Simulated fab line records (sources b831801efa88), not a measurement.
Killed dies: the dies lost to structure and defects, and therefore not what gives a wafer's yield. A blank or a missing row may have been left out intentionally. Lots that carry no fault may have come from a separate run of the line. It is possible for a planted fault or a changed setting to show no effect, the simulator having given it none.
The tool behind it: which one? | flow gf180mcu | 6 lots with 18 wafers sampled at 2 steps, on a route of 602 steps

== WHAT THE GAUGES SHOWED, per wafer ==
GF_CONTACT_THK_MEAS_01.
lot  | measured     | on            | CONTACT_CVD_00_THK (nm)
L747 | day 16 06:02 | film metro-02 | 291 299 297
L753 | day 18 05:20 | film metro-01 | 301 303 299
L755 | day 19 02:26 | film metro-04 | 299 304 300
L759 | day 20 17:16 | film metro-04 | 300 297 306
L763 | day 21 21:17 | film metro-01 | 293 301 301
L766 | day 23 01:58 | film metro-02 | 297 298 300

== EACH LOT AND THE TOOL THAT RAN IT (in order: tool; ch and the chambers of the sampled wafers; start) ==
lot  | GF_SAB_CVD_00
L747 | pecvd-03 ch 0,2, day 15 06:58
L753 | pecvd-03 ch 1,2, day 17 05:16
L755 | pecvd-02 ch 0,1,2, day 18 02:04
L759 | pecvd-04 ch 0,1,2, day 19 16:15
L763 | pecvd-02 ch 0,1,2, day 20 21:00
L766 | pecvd-03 ch 1,2, day 22 01:27
- GF_SAB_CVD_00: deposits SiO2 from TEOS, target thk 50 nm, time 4.9302 s.

== THE ANSWER, worked out from the rows above alone ==
Rule: usual is defined by the lots themselves. The widest of any qualifying gaps counts: lots, ordered by their means at a reading, are off when they make up no more than a third of the lots, leave a main group of 4 or more, and stand apart from it by 3 or more times the standard deviation of that group's means. Not used: any main group whose means are identical at the precision the tables above print for the reading. Also off: a lot with no number at a reading for which 4 or more lots have one. The other lots that the step has rows for count as sound.
No lot is off on any of the readings shown, so nothing can be concluded from this.

== WHAT THE SIMULATOR PUT IN ==
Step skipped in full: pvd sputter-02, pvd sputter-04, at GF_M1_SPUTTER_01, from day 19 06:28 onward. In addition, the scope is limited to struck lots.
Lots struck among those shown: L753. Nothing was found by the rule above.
